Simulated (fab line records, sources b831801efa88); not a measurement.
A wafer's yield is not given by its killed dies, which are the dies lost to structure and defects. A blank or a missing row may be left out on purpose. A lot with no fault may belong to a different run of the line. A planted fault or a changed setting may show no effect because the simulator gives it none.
A sampling plan put to the test || flow sky130 || each of the 52 faults these records tell of, on one fab line, judged from the records of the lots it struck
The plan is the line's own looks: the steps of the route at which a gauge or an inspection reads the wafer and doesn't change it. A look can be judged if struck wafers have a number there and the file gives its usual mean and standard deviation on fault-free wafers. Caught: 4 or more of those standard deviations (sigma) separate the usual mean from the mean of the struck wafers at a look after the fault's first step. On the tool: the same test on the tool's own readings at the fault's steps. Caught also covers a different recipe on the struck wafers, or a record left blank for those wafers only.

## THE FAULTS, as the simulator had put them in
1. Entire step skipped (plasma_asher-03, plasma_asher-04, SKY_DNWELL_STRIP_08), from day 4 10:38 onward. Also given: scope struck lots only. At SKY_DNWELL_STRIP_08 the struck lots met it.
2. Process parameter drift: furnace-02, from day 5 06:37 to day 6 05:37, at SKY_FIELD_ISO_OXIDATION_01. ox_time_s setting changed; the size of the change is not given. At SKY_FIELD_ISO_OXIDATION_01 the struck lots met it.
3. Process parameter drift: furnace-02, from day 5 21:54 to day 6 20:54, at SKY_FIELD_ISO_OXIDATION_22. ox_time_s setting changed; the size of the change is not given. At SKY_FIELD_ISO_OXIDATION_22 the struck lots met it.
4. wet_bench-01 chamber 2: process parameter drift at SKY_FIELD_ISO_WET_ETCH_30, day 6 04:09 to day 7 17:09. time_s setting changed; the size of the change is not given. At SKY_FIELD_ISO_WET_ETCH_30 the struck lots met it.
5. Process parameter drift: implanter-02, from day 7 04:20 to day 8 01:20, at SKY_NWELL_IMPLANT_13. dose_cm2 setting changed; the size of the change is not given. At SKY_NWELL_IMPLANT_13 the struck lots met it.
6. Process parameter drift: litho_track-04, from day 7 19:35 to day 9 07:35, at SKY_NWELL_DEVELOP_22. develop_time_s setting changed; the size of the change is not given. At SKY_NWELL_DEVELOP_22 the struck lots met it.
7. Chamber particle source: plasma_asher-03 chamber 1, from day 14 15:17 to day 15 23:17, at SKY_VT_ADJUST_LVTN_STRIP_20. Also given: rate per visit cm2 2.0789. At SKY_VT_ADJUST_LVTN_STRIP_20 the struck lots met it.
8. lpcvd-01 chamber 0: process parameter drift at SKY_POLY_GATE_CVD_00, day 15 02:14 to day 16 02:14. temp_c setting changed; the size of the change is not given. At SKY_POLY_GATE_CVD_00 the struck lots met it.
9. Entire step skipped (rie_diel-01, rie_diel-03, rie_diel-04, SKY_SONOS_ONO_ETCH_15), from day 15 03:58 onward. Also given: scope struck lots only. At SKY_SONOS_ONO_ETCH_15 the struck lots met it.
10. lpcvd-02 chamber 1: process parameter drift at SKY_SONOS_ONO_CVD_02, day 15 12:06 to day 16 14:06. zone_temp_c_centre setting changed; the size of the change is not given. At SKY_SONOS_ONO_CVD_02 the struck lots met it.
11. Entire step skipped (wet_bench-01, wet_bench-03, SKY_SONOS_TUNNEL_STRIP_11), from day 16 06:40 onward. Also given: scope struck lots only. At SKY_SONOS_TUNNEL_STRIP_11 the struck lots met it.
12. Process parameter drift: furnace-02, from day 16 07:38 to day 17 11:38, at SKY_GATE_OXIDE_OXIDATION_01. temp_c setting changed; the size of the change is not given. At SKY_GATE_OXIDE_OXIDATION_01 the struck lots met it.
13. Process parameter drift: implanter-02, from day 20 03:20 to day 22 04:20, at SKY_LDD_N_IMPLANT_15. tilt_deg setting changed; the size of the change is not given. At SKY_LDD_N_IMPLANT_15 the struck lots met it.
14. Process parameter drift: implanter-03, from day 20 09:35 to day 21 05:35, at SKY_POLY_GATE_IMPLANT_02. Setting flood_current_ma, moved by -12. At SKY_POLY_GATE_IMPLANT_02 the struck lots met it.
15. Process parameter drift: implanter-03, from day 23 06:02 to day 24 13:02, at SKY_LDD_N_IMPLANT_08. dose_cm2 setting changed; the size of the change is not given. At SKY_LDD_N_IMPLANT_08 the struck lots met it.
16. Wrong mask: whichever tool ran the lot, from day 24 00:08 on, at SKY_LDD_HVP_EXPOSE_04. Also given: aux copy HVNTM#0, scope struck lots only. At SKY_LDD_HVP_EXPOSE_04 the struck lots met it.
17. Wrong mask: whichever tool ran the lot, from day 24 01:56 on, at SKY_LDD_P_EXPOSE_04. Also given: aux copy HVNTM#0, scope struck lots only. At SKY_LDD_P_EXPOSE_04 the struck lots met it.
18. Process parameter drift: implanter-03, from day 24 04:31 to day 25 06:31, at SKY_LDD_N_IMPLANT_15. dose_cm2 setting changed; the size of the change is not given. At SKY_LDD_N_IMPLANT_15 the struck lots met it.
19. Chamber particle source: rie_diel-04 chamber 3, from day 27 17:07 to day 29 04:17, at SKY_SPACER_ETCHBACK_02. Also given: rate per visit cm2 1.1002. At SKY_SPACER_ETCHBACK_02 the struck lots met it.
20. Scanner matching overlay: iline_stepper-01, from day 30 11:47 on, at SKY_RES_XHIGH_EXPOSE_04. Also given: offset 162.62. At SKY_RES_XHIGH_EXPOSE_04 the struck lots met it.
21. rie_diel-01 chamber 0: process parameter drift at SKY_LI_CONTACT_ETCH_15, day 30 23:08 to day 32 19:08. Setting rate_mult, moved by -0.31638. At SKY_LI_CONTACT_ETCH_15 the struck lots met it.
22. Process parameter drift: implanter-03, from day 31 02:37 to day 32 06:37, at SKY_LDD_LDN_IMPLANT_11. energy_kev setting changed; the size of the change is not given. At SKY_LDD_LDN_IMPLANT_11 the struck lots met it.
23. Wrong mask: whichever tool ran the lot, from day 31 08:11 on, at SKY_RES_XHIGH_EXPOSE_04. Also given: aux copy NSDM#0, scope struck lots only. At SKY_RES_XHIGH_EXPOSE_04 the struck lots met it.
24. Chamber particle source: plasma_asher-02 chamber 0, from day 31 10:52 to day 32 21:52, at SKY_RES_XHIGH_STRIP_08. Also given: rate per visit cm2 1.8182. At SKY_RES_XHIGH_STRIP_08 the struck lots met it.
25. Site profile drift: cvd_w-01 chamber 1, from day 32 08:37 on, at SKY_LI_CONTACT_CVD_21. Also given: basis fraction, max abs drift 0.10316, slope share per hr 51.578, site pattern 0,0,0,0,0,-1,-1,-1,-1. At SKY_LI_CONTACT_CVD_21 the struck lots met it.
26. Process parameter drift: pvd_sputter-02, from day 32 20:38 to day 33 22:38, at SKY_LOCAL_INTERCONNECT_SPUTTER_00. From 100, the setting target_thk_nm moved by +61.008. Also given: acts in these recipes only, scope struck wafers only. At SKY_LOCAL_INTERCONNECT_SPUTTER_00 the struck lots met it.
27. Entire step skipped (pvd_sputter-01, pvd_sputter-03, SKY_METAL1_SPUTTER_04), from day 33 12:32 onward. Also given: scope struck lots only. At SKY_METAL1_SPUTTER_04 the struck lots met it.
28. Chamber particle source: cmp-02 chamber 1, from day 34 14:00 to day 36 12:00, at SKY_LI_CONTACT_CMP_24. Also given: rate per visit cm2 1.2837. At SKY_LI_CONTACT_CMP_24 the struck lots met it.
29. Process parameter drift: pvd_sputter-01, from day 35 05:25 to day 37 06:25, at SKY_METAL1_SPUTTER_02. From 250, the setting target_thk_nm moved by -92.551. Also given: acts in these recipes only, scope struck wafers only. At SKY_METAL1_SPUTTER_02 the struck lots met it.
30. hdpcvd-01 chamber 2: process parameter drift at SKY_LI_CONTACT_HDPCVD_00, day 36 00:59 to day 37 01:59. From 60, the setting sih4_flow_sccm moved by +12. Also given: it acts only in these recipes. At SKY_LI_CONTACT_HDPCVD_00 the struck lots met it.
31. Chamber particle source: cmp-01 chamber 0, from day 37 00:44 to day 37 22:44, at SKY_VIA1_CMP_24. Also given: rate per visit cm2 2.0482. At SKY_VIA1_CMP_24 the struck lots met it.
32. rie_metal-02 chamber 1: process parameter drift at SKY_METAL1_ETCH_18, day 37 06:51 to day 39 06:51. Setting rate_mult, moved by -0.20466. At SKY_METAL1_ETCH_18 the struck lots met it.
33. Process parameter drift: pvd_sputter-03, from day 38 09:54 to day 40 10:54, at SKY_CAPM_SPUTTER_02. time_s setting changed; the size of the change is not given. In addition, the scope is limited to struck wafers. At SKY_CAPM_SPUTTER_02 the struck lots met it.
34. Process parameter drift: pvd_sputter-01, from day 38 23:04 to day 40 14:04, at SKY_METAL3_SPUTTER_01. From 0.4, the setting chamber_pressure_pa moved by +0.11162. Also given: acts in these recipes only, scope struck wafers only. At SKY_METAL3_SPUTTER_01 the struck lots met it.
35. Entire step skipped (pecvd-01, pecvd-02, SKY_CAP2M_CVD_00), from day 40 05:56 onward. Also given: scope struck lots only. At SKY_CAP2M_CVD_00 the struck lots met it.
36. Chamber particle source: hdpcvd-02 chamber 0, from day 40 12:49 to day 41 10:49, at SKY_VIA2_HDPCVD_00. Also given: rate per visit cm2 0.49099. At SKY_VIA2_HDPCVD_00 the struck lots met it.
37. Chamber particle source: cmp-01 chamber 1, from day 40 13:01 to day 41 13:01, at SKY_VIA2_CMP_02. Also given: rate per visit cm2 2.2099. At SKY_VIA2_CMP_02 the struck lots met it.
38. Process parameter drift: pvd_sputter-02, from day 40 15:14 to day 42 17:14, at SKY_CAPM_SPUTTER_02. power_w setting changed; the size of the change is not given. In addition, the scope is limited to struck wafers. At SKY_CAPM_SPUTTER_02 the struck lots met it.
39. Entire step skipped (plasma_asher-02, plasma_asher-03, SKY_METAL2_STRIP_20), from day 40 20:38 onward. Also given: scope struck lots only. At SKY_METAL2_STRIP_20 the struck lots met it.
40. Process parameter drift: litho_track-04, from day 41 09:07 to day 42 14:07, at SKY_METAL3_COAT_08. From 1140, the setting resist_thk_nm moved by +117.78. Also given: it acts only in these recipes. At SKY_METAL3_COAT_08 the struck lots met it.
41. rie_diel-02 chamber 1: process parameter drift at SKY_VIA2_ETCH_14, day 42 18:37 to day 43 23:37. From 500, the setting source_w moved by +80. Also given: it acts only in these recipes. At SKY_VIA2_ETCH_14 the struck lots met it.
42. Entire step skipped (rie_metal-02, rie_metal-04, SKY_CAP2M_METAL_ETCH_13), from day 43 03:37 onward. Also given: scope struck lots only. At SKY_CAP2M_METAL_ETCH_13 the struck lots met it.
43. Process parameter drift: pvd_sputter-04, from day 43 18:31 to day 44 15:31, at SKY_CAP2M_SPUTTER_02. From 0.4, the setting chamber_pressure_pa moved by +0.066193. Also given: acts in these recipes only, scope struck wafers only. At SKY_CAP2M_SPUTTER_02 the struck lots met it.
44. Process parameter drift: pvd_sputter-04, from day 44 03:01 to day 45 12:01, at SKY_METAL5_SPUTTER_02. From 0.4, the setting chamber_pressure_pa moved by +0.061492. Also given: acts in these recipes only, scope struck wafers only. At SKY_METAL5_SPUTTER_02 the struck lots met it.
45. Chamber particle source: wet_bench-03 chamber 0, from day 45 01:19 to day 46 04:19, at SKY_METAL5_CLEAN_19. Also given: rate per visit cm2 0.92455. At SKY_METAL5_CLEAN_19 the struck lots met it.
46. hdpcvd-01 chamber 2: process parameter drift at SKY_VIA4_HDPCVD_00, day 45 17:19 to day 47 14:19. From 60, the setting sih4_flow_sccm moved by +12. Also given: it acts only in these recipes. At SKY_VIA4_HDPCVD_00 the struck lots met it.
47. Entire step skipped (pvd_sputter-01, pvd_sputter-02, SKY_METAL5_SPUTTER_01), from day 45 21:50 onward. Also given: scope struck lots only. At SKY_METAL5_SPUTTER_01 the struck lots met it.
48. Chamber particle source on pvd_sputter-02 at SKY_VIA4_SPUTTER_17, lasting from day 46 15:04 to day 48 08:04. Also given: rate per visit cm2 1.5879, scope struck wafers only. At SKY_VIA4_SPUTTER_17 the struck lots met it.
49. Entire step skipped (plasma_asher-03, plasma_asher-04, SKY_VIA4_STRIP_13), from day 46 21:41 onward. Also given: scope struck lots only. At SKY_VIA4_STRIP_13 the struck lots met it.
50. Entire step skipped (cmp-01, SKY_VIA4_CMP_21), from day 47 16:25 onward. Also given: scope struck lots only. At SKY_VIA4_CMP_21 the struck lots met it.
51. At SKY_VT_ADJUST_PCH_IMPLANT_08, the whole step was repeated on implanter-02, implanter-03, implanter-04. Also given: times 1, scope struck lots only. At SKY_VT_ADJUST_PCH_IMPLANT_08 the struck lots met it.
52. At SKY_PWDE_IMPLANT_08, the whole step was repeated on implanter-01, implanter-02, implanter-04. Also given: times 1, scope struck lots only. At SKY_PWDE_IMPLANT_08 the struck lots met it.

## WHAT THE PLAN SAW
{"fault": 1, "on the tool itself": "the tool's record is blank for the struck wafers", "first look that catches it": "SKY_PWDE_TW_MEAS_10", "reading, sigma": "PWDE_TW -78", "median hours from its first step to that look": 17.2, "hours from the fault's start to the first struck lot there": 20, "judged looks passed uncaught": 0}
{"fault": 2, "on the tool itself": "under 2 sigma", "first look that catches it": "SKY_FIELD_ISO_THK_MEAS_02", "reading, sigma": "FIELD_ISO_OXIDATION_00_THK +6.0", "median hours from its first step to that look": 1.5, "hours from the fault's start to the first struck lot there": 4, "judged looks passed uncaught": 0}
{"fault": 3, "on the tool itself": "under 2 sigma", "first look that catches it": "SKY_FIELD_ISO_THK_MEAS_23", "reading, sigma": "FIELD_ISO_OXIDATION_01_THK -29", "median hours from its first step to that look": 1.2, "hours from the fault's start to the first struck lot there": 7, "judged looks passed uncaught": 0}
{"fault": 4, "on the tool itself": "run_length_s -20 sigma", "first look that catches it": "none of the 4 looks that can be judged after it", "reading, sigma": "-", "median hours from its first step to that look": "-", "hours from the fault's start to the first struck lot there": "-", "judged looks passed uncaught": 4}
{"fault": 5, "on the tool itself": "dose_ions_cm2 -99 or beyond sigma", "first look that catches it": "SKY_NWELL_RS_MEAS_29", "reading, sigma": "NWELL_RS +4.5", "median hours from its first step to that look": 19.5, "hours from the fault's start to the first struck lot there": 24, "judged looks passed uncaught": 0}
{"fault": 6, "on the tool itself": "no reading that can be judged", "first look that catches it": "none of the 8 looks that can be judged after it", "reading, sigma": "-", "median hours from its first step to that look": "-", "hours from the fault's start to the first struck lot there": "-", "judged looks passed uncaught": 8}
{"fault": 7, "on the tool itself": "under 2 sigma", "first look that catches it": "no look after it can be judged", "reading, sigma": "-", "median hours from its first step to that look": "-", "hours from the fault's start to the first struck lot there": "-", "judged looks passed uncaught": 0}
{"fault": 8, "on the tool itself": "susceptor_temp_C -16 sigma", "first look that catches it": "SKY_POLY_GATE_THK_MEAS_01", "reading, sigma": "POLY_GATE_CVD_00_THK -9.8", "median hours from its first step to that look": 1.2, "hours from the fault's start to the first struck lot there": 19, "judged looks passed uncaught": 0}
{"fault": 9, "on the tool itself": "the tool's record is blank for the struck wafers", "first look that catches it": "no look after it can be judged", "reading, sigma": "-", "median hours from its first step to that look": "-", "hours from the fault's start to the first struck lot there": "-", "judged looks passed uncaught": 0}
{"fault": 10, "on the tool itself": "zone_power_centre_pct +25 sigma", "first look that catches it": "SKY_SONOS_ONO_THK_MEAS_03", "reading, sigma": "SONOS_ONO_CVD_02_THK +6.2", "median hours from its first step to that look": 1.1, "hours from the fault's start to the first struck lot there": 5, "judged looks passed uncaught": 0}
{"fault": 11, "on the tool itself": "the tool's record is blank for the struck wafers", "first look that catches it": "no look after it can be judged", "reading, sigma": "-", "median hours from its first step to that look": "-", "hours from the fault's start to the first struck lot there": "-", "judged looks passed uncaught": 0}
{"fault": 12, "on the tool itself": "tube_center_temp_C -99 or beyond sigma", "first look that catches it": "SKY_GATE_OXIDE_THK_MEAS_02", "reading, sigma": "GATE_OXIDE_OXIDATION_00_THK -5.8", "median hours from its first step to that look": 1.4, "hours from the fault's start to the first struck lot there": 8, "judged looks passed uncaught": 0}
{"fault": 13, "on the tool itself": "tilt_deg -99 or beyond sigma", "first look that catches it": "no look after it can be judged", "reading, sigma": "-", "median hours from its first step to that look": "-", "hours from the fault's start to the first struck lot there": "-", "judged looks passed uncaught": 0}
{"fault": 14, "on the tool itself": "under 2 sigma", "first look that catches it": "none of the 6 looks that can be judged after it", "reading, sigma": "-", "median hours from its first step to that look": "-", "hours from the fault's start to the first struck lot there": "-", "judged looks passed uncaught": 6}
{"fault": 15, "on the tool itself": "dose_ions_cm2 +99 or beyond sigma", "first look that catches it": "SKY_LDD_N_TW_MEAS_17", "reading, sigma": "LDD_N_TW +16", "median hours from its first step to that look": 1.3, "hours from the fault's start to the first struck lot there": 14, "judged looks passed uncaught": 0}
{"fault": 16, "on the tool itself": "under 2 sigma", "first look that catches it": "SKY_LDD_HVP_TW_MEAS_10", "reading, sigma": "LDD_HVP_TW -95", "median hours from its first step to that look": 15.6, "hours from the fault's start to the first struck lot there": 19, "judged looks passed uncaught": 0}
{"fault": 17, "on the tool itself": "no reading that can be judged", "first look that catches it": "SKY_LDD_P_TW_MEAS_11", "reading, sigma": "LDD_P_TW -78", "median hours from its first step to that look": 15.3, "hours from the fault's start to the first struck lot there": 23, "judged looks passed uncaught": 0}
{"fault": 18, "on the tool itself": "dose_ions_cm2 -99 or beyond sigma", "first look that catches it": "no look after it can be judged", "reading, sigma": "-", "median hours from its first step to that look": "-", "hours from the fault's start to the first struck lot there": "-", "judged looks passed uncaught": 0}
{"fault": 19, "on the tool itself": "under 2 sigma", "first look that catches it": "none of the 5 looks that can be judged after it", "reading, sigma": "-", "median hours from its first step to that look": "-", "hours from the fault's start to the first struck lot there": "-", "judged looks passed uncaught": 5}
{"fault": 20, "on the tool itself": "no reading that can be judged", "first look that catches it": "no look after it can be judged", "reading, sigma": "-", "median hours from its first step to that look": "-", "hours from the fault's start to the first struck lot there": "-", "judged looks passed uncaught": 0}
{"fault": 21, "on the tool itself": "oes_product_au -6.5 sigma", "first look that catches it": "no look after it can be judged", "reading, sigma": "-", "median hours from its first step to that look": "-", "hours from the fault's start to the first struck lot there": "-", "judged looks passed uncaught": 0}
{"fault": 22, "on the tool itself": "beam_energy_keV -99 or beyond sigma", "first look that catches it": "no look after it can be judged", "reading, sigma": "-", "median hours from its first step to that look": "-", "hours from the fault's start to the first struck lot there": "-", "judged looks passed uncaught": 0}
{"fault": 23, "on the tool itself": "no reading that can be judged", "first look that catches it": "SKY_RES_XHIGH_TW_MEAS_09", "reading, sigma": "RES_XHIGH_TW -99 or beyond", "median hours from its first step to that look": 13.7, "hours from the fault's start to the first struck lot there": 21, "judged looks passed uncaught": 0}
{"fault": 24, "on the tool itself": "under 2 sigma", "first look that catches it": "none of the 2 looks that can be judged after it", "reading, sigma": "-", "median hours from its first step to that look": "-", "hours from the fault's start to the first struck lot there": "-", "judged looks passed uncaught": 2}
{"fault": 25, "on the tool itself": "under 2 sigma", "first look that catches it": "SKY_LI_CONTACT_RS_MEAS_22", "reading, sigma": "LI_CONTACT_W_RS +5.1", "median hours from its first step to that look": 0.1, "hours from the fault's start to the first struck lot there": 6, "judged looks passed uncaught": 0}
{"fault": 26, "on the tool itself": "under 2 sigma", "first look that catches it": "SKY_LOCAL_INTERCONNECT_RS_MEAS_01", "reading, sigma": "LOCAL_INTERCONNECT_TIN_RS -34", "median hours from its first step to that look": 0.1, "hours from the fault's start to the first struck lot there": 6, "judged looks passed uncaught": 0}
{"fault": 27, "on the tool itself": "the tool's record is blank for the struck wafers", "first look that catches it": "SKY_METAL1_THK_MEAS_06", "reading, sigma": "METAL1_ALCU_THK +10", "median hours from its first step to that look": 0.2, "hours from the fault's start to the first struck lot there": 3, "judged looks passed uncaught": 0}
{"fault": 28, "on the tool itself": "under 2 sigma", "first look that catches it": "not the one look that can be judged after it", "reading, sigma": "-", "median hours from its first step to that look": "-", "hours from the fault's start to the first struck lot there": "-", "judged looks passed uncaught": 1}
{"fault": 29, "on the tool itself": "under 2 sigma", "first look that catches it": "SKY_METAL1_RS_MEAS_05", "reading, sigma": "METAL1_ALCU_RS +36", "median hours from its first step to that look": 0.1, "hours from the fault's start to the first struck lot there": 39, "judged looks passed uncaught": 0}
{"fault": 30, "on the tool itself": "sih4_flow_sccm +70 sigma", "first look that catches it": "SKY_LI_CONTACT_THK_MEAS_01", "reading, sigma": "LI_CONTACT_HDPCVD_THK +15", "median hours from its first step to that look": 0.1, "hours from the fault's start to the first struck lot there": 2, "judged looks passed uncaught": 0}
{"fault": 31, "on the tool itself": "under 2 sigma", "first look that catches it": "not the one look that can be judged after it", "reading, sigma": "-", "median hours from its first step to that look": "-", "hours from the fault's start to the first struck lot there": "-", "judged looks passed uncaught": 1}
{"fault": 32, "on the tool itself": "under 2 sigma", "first look that catches it": "no look after it can be judged", "reading, sigma": "-", "median hours from its first step to that look": "-", "hours from the fault's start to the first struck lot there": "-", "judged looks passed uncaught": 0}
{"fault": 33, "on the tool itself": "under 2 sigma", "first look that catches it": "SKY_CAPM_RS_MEAS_03", "reading, sigma": "CAPM_TIN_RS +16", "median hours from its first step to that look": 0.1, "hours from the fault's start to the first struck lot there": 28, "judged looks passed uncaught": 0}
{"fault": 34, "on the tool itself": "chamber_pressure_pa +99 or beyond sigma", "first look that catches it": "no look after it can be judged", "reading, sigma": "-", "median hours from its first step to that look": "-", "hours from the fault's start to the first struck lot there": "-", "judged looks passed uncaught": 0}
{"fault": 35, "on the tool itself": "the tool's record is blank for the struck wafers", "first look that catches it": "no look after it can be judged", "reading, sigma": "-", "median hours from its first step to that look": "-", "hours from the fault's start to the first struck lot there": "-", "judged looks passed uncaught": 0}
{"fault": 36, "on the tool itself": "no reading that can be judged", "first look that catches it": "none of the 6 looks that can be judged after it", "reading, sigma": "-", "median hours from its first step to that look": "-", "hours from the fault's start to the first struck lot there": "-", "judged looks passed uncaught": 6}
{"fault": 37, "on the tool itself": "under 2 sigma", "first look that catches it": "not the one look that can be judged after it", "reading, sigma": "-", "median hours from its first step to that look": "-", "hours from the fault's start to the first struck lot there": "-", "judged looks passed uncaught": 1}
{"fault": 38, "on the tool itself": "cathode_dc_power_W -99 or beyond sigma", "first look that catches it": "no look after it can be judged", "reading, sigma": "-", "median hours from its first step to that look": "-", "hours from the fault's start to the first struck lot there": "-", "judged looks passed uncaught": 0}
{"fault": 39, "on the tool itself": "the tool's record is blank for the struck wafers", "first look that catches it": "no look after it can be judged", "reading, sigma": "-", "median hours from its first step to that look": "-", "hours from the fault's start to the first struck lot there": "-", "judged looks passed uncaught": 0}
{"fault": 40, "on the tool itself": "no reading that can be judged", "first look that catches it": "none of the 2 looks that can be judged after it", "reading, sigma": "strongest: cd_nm at SKY_METAL3_CD_MEAS_13, +3.7", "median hours from its first step to that look": "-", "hours from the fault's start to the first struck lot there": "-", "judged looks passed uncaught": 2}
{"fault": 41, "on the tool itself": "rf_fwd_power_W +43 sigma", "first look that catches it": "no look after it can be judged", "reading, sigma": "-", "median hours from its first step to that look": "-", "hours from the fault's start to the first struck lot there": "-", "judged looks passed uncaught": 0}
{"fault": 42, "on the tool itself": "the tool's record is blank for the struck wafers", "first look that catches it": "no look after it can be judged", "reading, sigma": "-", "median hours from its first step to that look": "-", "hours from the fault's start to the first struck lot there": "-", "judged looks passed uncaught": 0}
{"fault": 43, "on the tool itself": "chamber_pressure_pa +80 sigma", "first look that catches it": "SKY_CAP2M_RS_MEAS_03", "reading, sigma": "CAP2M_TIN_RS +4.4", "median hours from its first step to that look": 0.1, "hours from the fault's start to the first struck lot there": 2, "judged looks passed uncaught": 0}
{"fault": 44, "on the tool itself": "chamber_pressure_pa +77 sigma", "first look that catches it": "none of the 2 looks that can be judged after it", "reading, sigma": "strongest: METAL5_ALCU_RS at SKY_METAL5_RS_MEAS_05, +3.8", "median hours from its first step to that look": "-", "hours from the fault's start to the first struck lot there": "-", "judged looks passed uncaught": 2}
{"fault": 45, "on the tool itself": "no reading that can be judged", "first look that catches it": "no look after it can be judged", "reading, sigma": "-", "median hours from its first step to that look": "-", "hours from the fault's start to the first struck lot there": "-", "judged looks passed uncaught": 0}
{"fault": 46, "on the tool itself": "sih4_flow_sccm +65 sigma", "first look that catches it": "SKY_VIA4_THK_MEAS_01", "reading, sigma": "VIA4_HDPCVD_THK +18", "median hours from its first step to that look": 0.2, "hours from the fault's start to the first struck lot there": 14, "judged looks passed uncaught": 0}
{"fault": 47, "on the tool itself": "the tool's record is blank for the struck wafers", "first look that catches it": "no look after it can be judged", "reading, sigma": "-", "median hours from its first step to that look": "-", "hours from the fault's start to the first struck lot there": "-", "judged looks passed uncaught": 0}
{"fault": 48, "on the tool itself": "under 2 sigma", "first look that catches it": "no look after it can be judged", "reading, sigma": "-", "median hours from its first step to that look": "-", "hours from the fault's start to the first struck lot there": "-", "judged looks passed uncaught": 0}
{"fault": 49, "on the tool itself": "no reading that can be judged", "first look that catches it": "no look after it can be judged", "reading, sigma": "-", "median hours from its first step to that look": "-", "hours from the fault's start to the first struck lot there": "-", "judged looks passed uncaught": 0}
{"fault": 50, "on the tool itself": "the tool's record is blank for the struck wafers", "first look that catches it": "no look after it can be judged", "reading, sigma": "-", "median hours from its first step to that look": "-", "hours from the fault's start to the first struck lot there": "-", "judged looks passed uncaught": 0}
{"fault": 51, "on the tool itself": "under 2 sigma", "first look that catches it": "SKY_VT_ADJUST_PCH_TW_MEAS_10", "reading, sigma": "VT_ADJUST_PCH_TW +20", "median hours from its first step to that look": 0.5, "hours from the fault's start to the first struck lot there": "-", "judged looks passed uncaught": 0}
{"fault": 52, "on the tool itself": "no reading that can be judged", "first look that catches it": "SKY_PWDE_TW_MEAS_10", "reading, sigma": "PWDE_TW +20", "median hours from its first step to that look": 0.6, "hours from the fault's start to the first struck lot there": "-", "judged looks passed uncaught": 0}
Dash: fault not caught, or number not given in these records.

Caught at a look: 21 of 52. Caught on the tool: 26 of 52. By one or the other: 37 of 52.
Faults caught by the tool alone: 4, 9, 11, 13, 18, 21, 22, 34, 35, 38, 39, 41, 42, 44, 47, 50.
Caught at a look alone: faults 2, 3, 16, 17, 23, 25, 26, 29, 33, 51, 52.
Caught by neither: faults 6, 7, 14, 19, 20, 24, 28, 31, 32, 36, 37, 40, 45, 48, 49.

## THINNER SAMPLING
Were the look that catches a fault to measure just every second or every third lot (counted by lot number), the first struck lot would, at worst, be measured this late:
{"fault": 1, "struck lots at that look, in order of time": "L827, L828", "every lot": "20 h", "every second lot": "28 h", "every third lot": "may miss all 2"}
{"fault": 2, "struck lots at that look, in order of time": "L928, L929, L930", "every lot": "4 h", "every second lot": "10 h", "every third lot": "17 h"}
{"fault": 3, "struck lots at that look, in order of time": "L302, L303, L304, L305", "every lot": "7 h", "every second lot": "12 h", "every third lot": "12 h"}
{"fault": 5, "struck lots at that look, in order of time": "L701, L702", "every lot": "24 h", "every second lot": "27 h", "every third lot": "may miss all 2"}
{"fault": 8, "struck lots at that look, in order of time": "L231", "every lot": "19 h", "every second lot": "may miss it", "every third lot": "may miss it"}
{"fault": 10, "struck lots at that look, in order of time": "L501", "every lot": "5 h", "every second lot": "may miss it", "every third lot": "may miss it"}
{"fault": 12, "struck lots at that look, in order of time": "L349, L350, L351", "every lot": "8 h", "every second lot": "8 h", "every third lot": "18 h"}
{"fault": 15, "struck lots at that look, in order of time": "L118, L119", "every lot": "14 h", "every second lot": "32 h", "every third lot": "may miss all 2"}
{"fault": 16, "struck lots at that look, in order of time": "L620", "every lot": "19 h", "every second lot": "may miss it", "every third lot": "may miss it"}
{"fault": 17, "struck lots at that look, in order of time": "L238", "every lot": "23 h", "every second lot": "may miss it", "every third lot": "may miss it"}
{"fault": 23, "struck lots at that look, in order of time": "L363", "every lot": "21 h", "every second lot": "may miss it", "every third lot": "may miss it"}
{"fault": 25, "struck lots at that look, in order of time": "L321, L326", "every lot": "6 h", "every second lot": "38 h", "every third lot": "may miss all 2"}
{"fault": 26, "struck lots at that look, in order of time": "L421, L422", "every lot": "6 h", "every second lot": "19 h", "every third lot": "may miss all 2"}
{"fault": 27, "struck lots at that look, in order of time": "L713, L714, L715", "every lot": "3 h", "every second lot": "18 h", "every third lot": "24 h"}
{"fault": 29, "struck lots at that look, in order of time": "L562", "every lot": "39 h", "every second lot": "may miss it", "every third lot": "may miss it"}
{"fault": 30, "struck lots at that look, in order of time": "L667, L666", "every lot": "2 h", "every second lot": "3 h", "every third lot": "may miss all 2"}
{"fault": 33, "struck lots at that look, in order of time": "L293, L295", "every lot": "28 h", "every second lot": "may miss all 2", "every third lot": "may miss all 2"}
{"fault": 43, "struck lots at that look, in order of time": "L195", "every lot": "2 h", "every second lot": "may miss it", "every third lot": "may miss it"}
{"fault": 46, "struck lots at that look, in order of time": "L998, L100, L101", "every lot": "14 h", "every second lot": "27 h", "every third lot": "may miss all 3"}
Hours: fault start to first struck lot measured. The test against the limit of 4 sigma pooled every struck wafer, which means one lot taken alone may stay below that limit. Other struck lots may not be in these records.

## THE LONGEST TIMED WAY FROM STEP TO LOOK
Fault 5: the median time between SKY_NWELL_IMPLANT_13 and SKY_NWELL_RS_MEAS_29 is 19.5 hours. No look between them can be judged.
